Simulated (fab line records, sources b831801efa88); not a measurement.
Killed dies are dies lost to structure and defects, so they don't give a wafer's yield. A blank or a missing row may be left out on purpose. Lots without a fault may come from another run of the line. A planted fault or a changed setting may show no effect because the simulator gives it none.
A struck lot beside a sound one | flow sky130 | 25 steps out of a route of 708
Sound: wafers L381.1, L381.2, L381.4. Struck: wafers L374.2, L374.5, L374.6. The cause comes at the end.
At each step with rows: each side's tool, then ch and its chambers, then its first start. Under that, the readings that differ: sound wafers | struck wafers | difference of the means | sigmas: that difference in standard deviations of wafers without a fault.
alike: readings whose means differ by less than 2 such deviations, and words and numbers that are the same on both sides. not compared: withheld readings, readings that some wafer has no value for, bounds like >300 that may hide the same value, and numbers for which the record gives no deviation and whose values overlap.
The two part at a step that has a row with sigmas, a row that says differs or no value, or rows on one side only. Numbers that don't overlap but have no deviation are shown without sigmas and don't part them. A reading that every wafer of one side lacks parts them only if that side has two wafers or more.

SKY_VIA2_SPUTTER_20: material TiN, target thk 20 nm, time 80 s.
  sound on pvd_sputter-03, day 41 21:09; struck on pvd_sputter-04, day 39 03:48
  alike: cathode_dc_power_W, chamber_pressure_pa, throttle_valve_pct
SKY_VIA2_CVD_21: deposits W, target thk 420 nm, time 126.4 s.
  sound on cvd_w-01 ch 0,1, day 41 21:13; struck on cvd_w-02 ch 0,1, day 39 03:52
  alike: heater_power_w
SKY_VIA2_RS_MEAS_22: measures by four-point-probe.
  sound on film_metro-02, day 41 21:20; struck on film_metro-04, day 39 04:01
  alike: VIA2_W_RS
SKY_VIA2_THK_MEAS_23: measures by xrf.
  sound on film_metro-02, day 41 21:28; struck on film_metro-04, day 39 04:07
  alike: VIA2_W_THK
SKY_VIA2_CMP_24: polishes, stops on SiO2, t overpolish 20 s, target thk 0 nm.
  sound on cmp-01 ch 1,2,3, day 41 21:36; struck on cmp-02 ch 2,3, day 39 04:26
  alike: edge_zone_pressure_frac, motor_current_A, overpolish_run_s, retaining_ring_pressure_frac, time_to_endpoint_s
then, 1 step without rows for these wafers: SKY_METAL3_SPUTTER_00 (material Ti, target thk 15 nm, time 10 s).
SKY_METAL3_SPUTTER_01: material TiN, target thk 20 nm, time 16.7 s.
  sound on pvd_sputter-04, day 41 21:55; struck on pvd_sputter-04, day 39 04:45
  alike: cathode_dc_power_W, chamber_pressure_pa, throttle_valve_pct
then, 1 step without rows for these wafers: SKY_METAL3_SPUTTER_02 (material AlCu, target thk 735 nm, time 39.1 s).
SKY_METAL3_SPUTTER_03: material Ti, target thk 5 nm, time 3.3 s.
  sound on pvd_sputter-04, day 41 21:59; struck on pvd_sputter-04, day 39 04:49
  alike: cathode_dc_power_W, chamber_pressure_pa, throttle_valve_pct
then, 2 steps without rows for these wafers: SKY_METAL3_SPUTTER_04 (material TiN, target thk 70 nm, time 58.3 s); SKY_CAPM_CVD_00 (deposits SiO2, target thk 15.5 nm).
SKY_CAPM_THK_MEAS_01:
  sound on film_metro-04, day 41 22:05; struck on film_metro-04, day 39 04:55
  alike: CAPM_CVD_00_THK
SKY_CAPM_SPUTTER_02: material TiN, target thk 200 nm, time 166.7 s.
  sound on pvd_sputter-02, day 41 22:08; struck on pvd_sputter-02, day 39 04:58
  no value came back on the struck wafers for cathode_dc_power_W (W), chamber_pressure_pa (Pa), throttle_valve_pct (%); on the sound wafers cathode_dc_power_W (W) reads 6498.6 6498.9 6499.1
SKY_CAPM_RS_MEAS_03: measures by four-point-probe.
  sound on film_metro-04, day 41 22:15; struck on film_metro-04, day 39 05:05
  reading              | sound          | struck | difference                    | sigmas
  CAPM_TIN_RS (ohm/sq) | 6.99 6.91 6.96 | - - -  | no value on the struck wafers |
SKY_CAPM_THK_MEAS_04: measures by xrf.
  sound on film_metro-04, day 41 22:22; struck on film_metro-04, day 39 05:12
  reading           | sound             | struck         | difference | sigmas
  CAPM_TIN_THK (nm) | 197.2 199.1 198.4 | <0.0 <0.0 <0.0 | differs    |
then, 7 steps without rows for these wafers: SKY_CAPM_DEHYDRATE_05 (time 60 s); SKY_CAPM_HMDS_06 (prime time 60 s); SKY_CAPM_COAT_07 (resist thk 1140 nm); SKY_CAPM_SOFTBAKE_08 (time 60 s); SKY_CAPM_EXPOSE_09 (exposes mask CAPM, target cd 1000 nm); SKY_CAPM_PEB_10; SKY_CAPM_DEVELOP_11 (develop time 60 s).
SKY_CAPM_OVL_MEAS_12:
  sound on overlay-01, day 42 21:40; struck on overlay-02, day 40 04:47
  alike: CAPM_OVL
SKY_CAPM_METAL_ETCH_13: etches TiN in Cl2/BCl3, stops on SiO2, target depth 220 nm, time 62.9 s.
  sound on rie_metal-03 ch 0,1, day 42 21:43; struck on rie_metal-03 ch 0,1, day 40 04:49
  reading                | sound                | struck               | difference | sigmas
  oes_product_au (a.u.)  | 0.937 0.945 0.937    | 0.374 0.372 0.373    | -0.567     | -76
  throttle_valve_pct (%) | 21.889 21.916 21.893 | 22.256 22.275 22.252 | +0.362     | +36
  alike: drypump_motor_current_A
  not compared: rf_hours_counter_h
then, 1 step without rows for these wafers: SKY_CAPM_STRIP_14 (strips in O2/N2).

WHERE THEY PART
First at SKY_CAPM_SPUTTER_02; last, within this record, at SKY_CAPM_METAL_ETCH_13.

WHY: what the simulator had put in
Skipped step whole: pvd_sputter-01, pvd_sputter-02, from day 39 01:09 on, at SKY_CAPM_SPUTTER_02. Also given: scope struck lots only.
